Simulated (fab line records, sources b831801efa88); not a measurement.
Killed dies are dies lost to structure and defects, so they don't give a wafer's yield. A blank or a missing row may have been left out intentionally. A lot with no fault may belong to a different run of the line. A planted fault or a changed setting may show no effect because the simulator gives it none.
Which tool is to blame? / flow sky130 / 21 wafers from 7 lots sampled at 2 of the route's 708 steps

== WHAT THE GAUGES READ, wafer by wafer ==
SKY_LDD_LDN_TW_MEAS_13.
lot=L321; measured=day 23 16:16; on=film_metro-04; LDD_LDN_TW=1462 1463 1463
lot=L328; measured=day 25 20:59; on=film_metro-01; LDD_LDN_TW=1585 1576 1580 1572 1581 1576
lot=L330; measured=day 26 14:56; on=film_metro-04; LDD_LDN_TW=1566 1570 1559 1556 1571 1562
lot=L334; measured=day 27 19:13; on=film_metro-02; LDD_LDN_TW=1465 1468 1464
lot=L336; measured=day 28 18:04; on=film_metro-02; LDD_LDN_TW=1467 1465 1466
lot=L340; measured=day 29 18:35; on=film_metro-02; LDD_LDN_TW=1466 1460 1463
lot=L342; measured=day 30 17:47; on=film_metro-04; LDD_LDN_TW=1462 1468 1469

== WHAT TOOL EACH LOT RAN ON (gives the tool, then ch and the chambers of the sampled wafers, and finally the start) ==
lot=L321; SKY_LDD_LDN_IMPLANT_09=implanter-03 ch 0, day 23 15:44
lot=L328; SKY_LDD_LDN_IMPLANT_09=implanter-02 ch 0, day 25 19:26
lot=L330; SKY_LDD_LDN_IMPLANT_09=implanter-03 ch 0, day 26 14:04
lot=L334; SKY_LDD_LDN_IMPLANT_09=implanter-03 ch 0, day 27 18:40
lot=L336; SKY_LDD_LDN_IMPLANT_09=implanter-02 ch 0, day 28 17:32
lot=L340; SKY_LDD_LDN_IMPLANT_09=implanter-01 ch 0, day 29 18:03
lot=L342; SKY_LDD_LDN_IMPLANT_09=implanter-03 ch 0, day 30 17:17
- SKY_LDD_LDN_IMPLANT_09

== THE ANSWER, worked out from the rows above alone ==
Rule: the usual values come from the lots themselves. The widest of any qualifying gaps counts: lots, ordered by their means at a reading, are off when they make up no more than a third of the lots, leave a main group of 4 or more, and stand apart from it by 3 or more times the standard deviation of that group's means. Not used: any main group whose means are identical at the precision the tables above print for the reading. A lot without any number at a reading at which 4 lots or more have one is off too. Where the step has rows for the other lots, those lots are counted as sound.
Off: L328, L330, seen at SKY_LDD_LDN_TW_MEAS_13 (LDD_LDN_TW). Main group: mean 1465, sd 1.6.
If a tool, at a process step before that reading, ran all the lots that are off and no sound lot after the first of them, it fits. Gauges at SKY_LDD_LDN_TW_MEAS_13: tried the same way as those tools. Of those tried, none fits.

== WHAT THE SIMULATOR HAD INSERTED ==
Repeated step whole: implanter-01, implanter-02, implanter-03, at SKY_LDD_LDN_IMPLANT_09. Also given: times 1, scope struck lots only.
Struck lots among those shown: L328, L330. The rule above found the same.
